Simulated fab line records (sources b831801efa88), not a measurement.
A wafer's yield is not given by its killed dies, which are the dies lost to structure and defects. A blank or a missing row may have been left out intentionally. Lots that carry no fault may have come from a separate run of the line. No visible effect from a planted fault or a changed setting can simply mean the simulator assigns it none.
fab line records | flow sky130
[record] lots = 14 wafers = 41 last-day = 50
route steps=708 shown METAL1@434 VIA1@460
lots that met no fault: from a run of the same line without faults
start-h: hours from the record's first day to the start of the lot's first wafer shown | wait-h: hours from the lot's prior step to this one | " unchanged from the row above | L1.1+2: a row that stands for several wafers | - no value, or no start given | * or withheld: withheld | < > ~ a bound
route shown NAME@n: names a module that has steps shown in the file, with the first one's number in the route | usual: average and standard deviation across the fault-free wafers | same: alike in all rows | chamber/n: place in a boat | sites: per-site readings | _std_site: their standard deviation | _edge_site: inner sites' mean taken away from outer sites' mean | radius-mm: how far each site lies from the wafer's centre | mask NAME#n: copy n | behind: the last tool/chamber to shape the wafer | hold: reason for holding the lot/hours on hold/outcome of the hold | device: names the non-switching transistor (n, p or np) | end of line: the tests these same wafers got at the end of their route | step lacking rows: just its recipe | killed: dies that structure and defects cost at the first sort, which is not the same as the wafer's yield | map: a wafer's dies, marking killed ones x, the rest . and places with no die _
set.NAME: setting as actually run; set.NAME@STEP: the setting as run at that earlier step | model.NAME: the simulator's own value behind a step, which no gauge read
the route's steps for a sample of lots (tables are steps, rows are wafers)
services: the hour from which a tool's chamber was out of use, counted from the record's first day as start-h (under 0 if before that day), plus the number of hours and why
[[steps]]
[step SKY_METAL1_SPUTTER_00]
[recipe] material = Ti target-thk-nm = 15 power-w = 3000 time-s = 10 chamber-pressure-pa = 0.4
[usual] throttle-valve-pct = 29.9/0.96
// columns lot.wafer tool chamber start-h wait-h throttle-valve-pct
L885.1 pvd-sputter-03 - 737.07 0.1 29.8
L885.4 " - " " 29.4
L885.5 " - " " 29.7
L887.3 pvd-sputter-04 - 756.41 0.1 31.4
L887.4 " - " " 28.6
L887.6 " - " " 28.8
L888.1 pvd-sputter-01 - 760.04 0.2 31.4
L888.4 " - " " 27.6
L888.6 " - " " 30.4
L890.2 pvd-sputter-04 - 772.86 0.1 31.4
L890.4 " - " " 28.9
L890.5 " - " " 30.8
L891.1 pvd-sputter-04 - 787.38 0.1 28.4
L891.2 " - " " 30.9
L891.3 " - " " 31.0
L892.1 pvd-sputter-01 - 795.17 0.1 29.9
L892.2 " - " " 31.4
L892.6 " - " " 31.2
L893.1 pvd-sputter-01 - 799.19 0.1 31.3
L893.4 " - " " 27.7
L893.6 " - " " 31.4
L894.1 pvd-sputter-04 - 807.27 0.2 30.6
L894.3 " - " " 30.9
L894.5 " - " " 31.3
L895.1 pvd-sputter-04 - 814.97 0.2 30.8
L895.5 " - " " 30.9
L895.6 " - " " 28.5
L898.2 pvd-sputter-03 - 846.47 0.2 29.9
L898.5 " - " " 29.7
L898.6 " - " " 29.4
L900.2 pvd-sputter-03 - 853.22 0.1 30.0
L900.6 " - " " 29.5
L906.4 pvd-sputter-03 - 899.92 0.1 29.5
L906.5 " - " " 29.9
L906.6 " - " " 29.6
L907.2 pvd-sputter-04 - 906.95 0.1 28.5
L907.4 " - " " 31.0
L907.6 " - " " 30.8
L908.1 pvd-sputter-03 - 917.83 0.2 29.4
L908.4 " - " " 30.0
L908.5 " - " " 29.8
[step SKY_METAL1_SPUTTER_02]
[recipe] material = AlCu target-thk-nm = 250 power-w = 10600 time-s = 13.3 chamber-pressure-pa = 0.4
[usual] throttle-valve-pct = 29.9/0.99
// columns lot.wafer tool chamber start-h wait-h throttle-valve-pct
L885.1 pvd-sputter-03 - 737.12 0.0 29.9
L885.4 " - " " 29.3
L885.5 " - " " 29.6
L887.3 pvd-sputter-04 - 756.46 0.0 31.1
L887.4 " - " " 28.9
L887.6 " - " " 28.7
L888.1 pvd-sputter-01 - 760.09 0.0 31.4
L888.4 " - " " 27.6
L888.6 " - " " 30.4
L890.2 pvd-sputter-04 - 772.91 0.0 31.3
L890.4 " - " " 28.5
L890.5 " - " " 30.9
L891.1 pvd-sputter-04 - 787.43 0.0 28.8
L891.2 " - " " 30.6
L891.3 " - " " 30.6
L892.1 pvd-sputter-01 - 795.21 0.0 29.7
L892.2 " - " " 31.3
L892.6 " - " " 31.4
L893.1 pvd-sputter-01 - 799.24 0.0 31.6
L893.4 " - " " 27.5
L893.6 " - " " 31.7
L894.1 pvd-sputter-04 - 807.31 0.0 30.8
L894.3 " - " " 30.7
L894.5 " - " " 31.3
L895.1 pvd-sputter-04 - 815.01 0.0 30.6
L895.5 " - " " 30.6
L895.6 " - " " 28.4
L898.2 pvd-sputter-03 - 846.52 0.0 29.7
L898.5 " - " " 29.9
L898.6 " - " " 29.3
L900.2 pvd-sputter-03 - 853.27 0.0 30.0
L900.6 " - " " 29.6
L906.4 pvd-sputter-03 - 899.97 0.0 29.8
L906.5 " - " " 29.7
L906.6 " - " " 29.4
L907.2 pvd-sputter-04 - 907.00 0.0 28.5
L907.4 " - " " 30.8
L907.6 " - " " 30.7
L908.1 pvd-sputter-03 - 917.88 0.0 29.5
L908.4 " - " " 29.8
L908.5 " - " " 29.4
[step SKY_METAL1_EXPOSE_12]
[recipe] mask-id = MM1 na = 0.8 source-shape = annular sigma-inner = 0.55 sigma-outer = 0.85 target-cd-nm = 140 dose-mj = 28
// columns lot.wafer tool chamber start-h wait-h mask
L885.1+4+5 krf-scanner-02 0 751.48 - MM1#0
L887.3+4+6 krf-scanner-01 0 770.42 - MM1#0
L888.1+4+6 krf-scanner-01 0 773.94 - MM1#0
L890.2+4+5 krf-scanner-02 0 786.60 - MM1#0
L891.1+2+3 krf-scanner-01 0 801.18 - MM1#0
L892.1+2+6 krf-scanner-02 0 809.18 - MM1#0
L893.1+4+6 krf-scanner-01 0 813.58 - MM1#0
L894.1+3+5 krf-scanner-01 0 821.00 - MM1#0
L895.1+5+6 krf-scanner-01 0 827.63 - MM1#0
L898.2+5+6 krf-scanner-01 0 859.41 - MM1#0
L900.2+6 krf-scanner-01 0 866.92 - MM1#0
L906.4+5+6 krf-scanner-02 0 912.39 - MM1#0
L907.2+4+6 krf-scanner-02 0 919.82 - MM1#0
L908.1+4+5 krf-scanner-02 0 930.59 - MM1#0
[step SKY_METAL1_CD_MEAS_15]
[recipe] target-cd-nm = 140
[usual] cd-nm = 139.4/1.6
// columns lot.wafer tool chamber start-h wait-h cd-nm
L885.1 cd-sem-01 - 763.93 - 137.4
L885.4 " - " " 137.9
L885.5 " - " " 138.6
L887.3 cd-sem-02 - 783.39 - 139.5
L887.4 " - " " 137.6
L887.6 " - " " 138.5
L888.1 cd-sem-01 - 786.93 - 138.5
L888.4 " - " " 138.3
L888.6 " - " " 137.6
L890.2 cd-sem-02 - 799.30 - 141.4
L890.4 " - " " 140.8
L890.5 " - " " 140.9
L891.1 cd-sem-01 - 814.38 - 139.1
L891.2 " - " " 139.1
L891.3 " - " " 141.4
L892.1 cd-sem-02 - 821.54 - 139.3
L892.2 " - " " 139.5
L892.6 " - " " 138.8
L893.1 cd-sem-01 - 825.85 - 142.6
L893.4 " - " " 140.6
L893.6 " - " " 142.8
L894.1 cd-sem-01 - 833.45 - 138.8
L894.3 " - " " 139.3
L894.5 " - " " 139.6
L895.1 cd-sem-01 - 841.08 - 138.8
L895.5 " - " " 138.7
L895.6 " - " " 138.4
L898.2 cd-sem-01 - 872.87 - 57.7
L898.5 " - " " 57.8
L898.6 " - " " 137.1
L900.2 cd-sem-02 - 879.71 - 58.9
L900.6 " - " " 140.6
L906.4 cd-sem-02 - 924.90 - 138.9
L906.5 " - " " 138.9
L906.6 " - " " 138.1
L907.2 cd-sem-01 - 931.86 - 141.7
L907.4 " - " " 141.6
L907.6 " - " " 141.7
L908.1 cd-sem-01 - 942.59 - 139.5
L908.4 " - " " 138.5
L908.5 " - " " 139.9
[step SKY_VIA1_CMP_02]
[recipe] material = SiO2 down-force-psi = 4 platen-rpm = 60 pad-velocity-m-s = 0.94248
[usual] head-pressure-psi = 4.001/0.0097 motor-current-A = 11.8/1.1
// columns lot.wafer tool chamber start-h wait-h head-pressure-psi motor-current-A
L885.4 cmp-02 0 765.12 0.0 3.986 10.6
L885.1 " 1 " " 4.007 11.9
L885.5 " 1 " " 3.999 12.5
L887.4 cmp-01 2 784.51 0.1 4.000 11.3
L887.3 " 0 " " 4.014 11.3
L887.6 " 1 " " 4.010 10.2
L888.1 cmp-01 3 788.04 0.1 4.008 12.8
L888.4 " 2 " " 4.030 11.8
L888.6 " 0 " " 4.017 11.8
L890.4 cmp-02 3 800.45 0.0 3.994 12.2
L890.2 " 0 " " 3.999 10.2
L890.5 " 3 " " 3.991 12.0
L891.2 cmp-02 2 815.49 0.0 3.991 12.1
L891.1 " 3 " " 3.980 12.2
L891.3 " 0 " " 3.989 10.1
L892.2 cmp-01 0 822.65 0.0 4.004 10.5
L892.1 " 2 " " 3.993 11.2
L892.6 " 0 " " 4.001 11.2
L893.4 cmp-01 0 826.97 0.0 3.992 10.8
L893.1 " 3 " " 3.998 13.3
L893.6 " 0 " " 4.006 11.5
L894.3 cmp-01 3 834.59 0.0 4.007 13.6
L894.1 " 2 " " 4.010 11.4
L894.5 " 3 " " 4.013 13.8
L895.1 cmp-01 0 842.28 0.1 4.007 11.5
L895.5 " 3 " " 4.007 13.5
L895.6 " 0 " " 4.005 11.2
L898.6 cmp-01 1 874.24 0.2 3.994 11.3
L900.6 cmp-02 2 881.67 0.2 3.993 11.0
L906.4 cmp-01 2 925.98 0.0 3.986 11.5
L906.5 " 2 " " 3.982 11.2
L906.6 " 3 " " 3.990 13.2
L907.4 cmp-02 0 933.16 0.0 3.993 10.7
L907.2 " 2 " " 4.013 12.2
L907.6 " 0 " " 4.003 10.8
L908.4 cmp-02 2 943.74 0.1 4.002 11.9
L908.1 " 3 " " 3.991 12.6
L908.5 " 1 " " 3.997 12.3
[[services]]
// columns tool chamber start-h hours kind
krf-scanner-02 - 717.30 1.1 repair
krf-scanner-01 - 742.94 2.3 repair
cmp-02 - 742.97 2.0 repair
cmp-01 - 745.95 0.4 repair
cmp-01 - 747.32 4.0 pm
cmp-02 - 778.22 2.4 repair
cmp-01 - 793.64 0.8 repair
krf-scanner-01 - 794.76 3.0 pm
pvd-sputter-03 - 799.00 24.2 repair
krf-scanner-01 - 802.42 0.8 pm
pvd-sputter-04 - 810.55 0.9 repair
krf-scanner-02 - 814.10 0.8 pm
krf-scanner-01 - 816.75 1.0 pm
krf-scanner-02 - 819.81 0.8 pm
krf-scanner-02 - 832.33 1.0 pm
cmp-01 - 855.69 1.4 repair
krf-scanner-01 - 858.09 1.3 pm
krf-scanner-02 - 876.80 1.3 pm
krf-scanner-02 - 878.49 1.4 repair
cmp-01 - 894.98 3.8 repair
krf-scanner-01 - 898.70 6.3 repair
krf-scanner-01 - 911.71 3.6 pm
krf-scanner-01 - 916.74 22.7 repair
krf-scanner-02 - 932.64 2.4 repair
[[key]]
[first-sign] step = SKY_METAL1_CD_MEAS_15 reading = cd-nm direction = down sigmas = 52 usual = 139.4 struck = 58.1
effect none on later readings
met-at SKY_METAL1_EXPOSE_12
struck-lots L898,L900
struck-wafers L898.2,L898.5,L900.2
later-rows-left-out L898.2,L898.5,L900.2
sort-left-out L898.2,L898.5,L900.2
not-acting-at SKY_METAL1_SPUTTER_00,SKY_METAL1_SPUTTER_02,SKY_VIA1_CMP_02
onset-between 827.63 859.41
[fault] kind = process-parameter-drift tool = krf-scanner-01 chamber = - onset-h = 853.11 steps = SKY_METAL1_EXPOSE_12 channel = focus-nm offset = 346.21 shape = step end-h = 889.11 scope = struck-wafers-only
// sort-left-out: the simulated sort isn't trusted on such a fault, so these wafers' sort isn't shown, and their yield isn't known
// later-rows-left-out: the simulator's readings of these wafers behind a module that went badly wrong aren't trusted and aren't shown, but for the sort
